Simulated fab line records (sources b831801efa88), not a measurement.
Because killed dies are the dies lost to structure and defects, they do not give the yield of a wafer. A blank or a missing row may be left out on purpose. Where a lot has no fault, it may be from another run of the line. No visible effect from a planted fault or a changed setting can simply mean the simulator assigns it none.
Chamber matching | flow gf180mcu | hdpcvd-01 running GF_V4_CVD_00: 3 sister chambers
The step deposits SiO2, target thk 600 nm, time 100 s. 6 wafers are shown with their chamber, then 8 later ones without.

EACH WAFER AND ITS CHAMBER
wafer  | chamber | susceptorTempC (C) | sih4FlowSccm (sccm)
L585.4 | 2       | 399.90             | 60.46
L584.2 | 1       | 400.06             | 59.90
L584.3 | 2       | 399.70             | 59.97
L587.5 | 1       | 399.94             | 60.11
L587.6 | 0       | 400.14             | 59.74
L588.2 | 0       | 400.17             | 60.06

WAFERS WITH NO CHAMBER GIVEN
wafer  | susceptorTempC (C) | sih4FlowSccm (sccm)
L588.3 | 400.18             | 59.75
L588.6 | 400.45             | 59.78
L589.3 | 400.25             | 59.77
L589.4 | 399.83             | 60.13
L589.6 | 400.16             | 60.24
L592.3 | 400.10             | 59.52
L592.4 | 400.05             | 59.92
L592.6 | 399.93             | 60.29

WHICH CHAMBER EACH ONE RAN IN
wafer  | from the rows above          | in truth
L588.3 | can't be placed: 0 or 1      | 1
L588.6 | can't be placed: 0 or 1      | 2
L589.3 | can't be placed: 0 or 1      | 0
L589.4 | can't be placed: 2 or 1      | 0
L589.6 | can't be placed: 0 or 1      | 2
L592.3 | can't be placed: 0 or 1      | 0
L592.4 | can't be placed: 1 or 0      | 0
L592.6 | can't be placed: 1 or 2 or 0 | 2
Correct placement for 0 of the 8. Cannot be placed on the basis of these rows: 8; the candidates contain the true chamber in 5. 0 placed wrongly.
How it was worked out, from the rows above alone: a wafer's distance from a chamber is the root of the sum, over the readings, of the square of ((its reading less the chamber's mean) divided by the reading's scatter). If the next closest chamber is less than 2 further off than the closest, the wafer can't be placed; otherwise it belongs to the closest. A chamber's mean is the mean of its shown wafers. How the scatter is found: for the shown wafers, subtract from each reading the mean of its chamber, square and add these, divide the total by (wafers less chambers), then take the root.
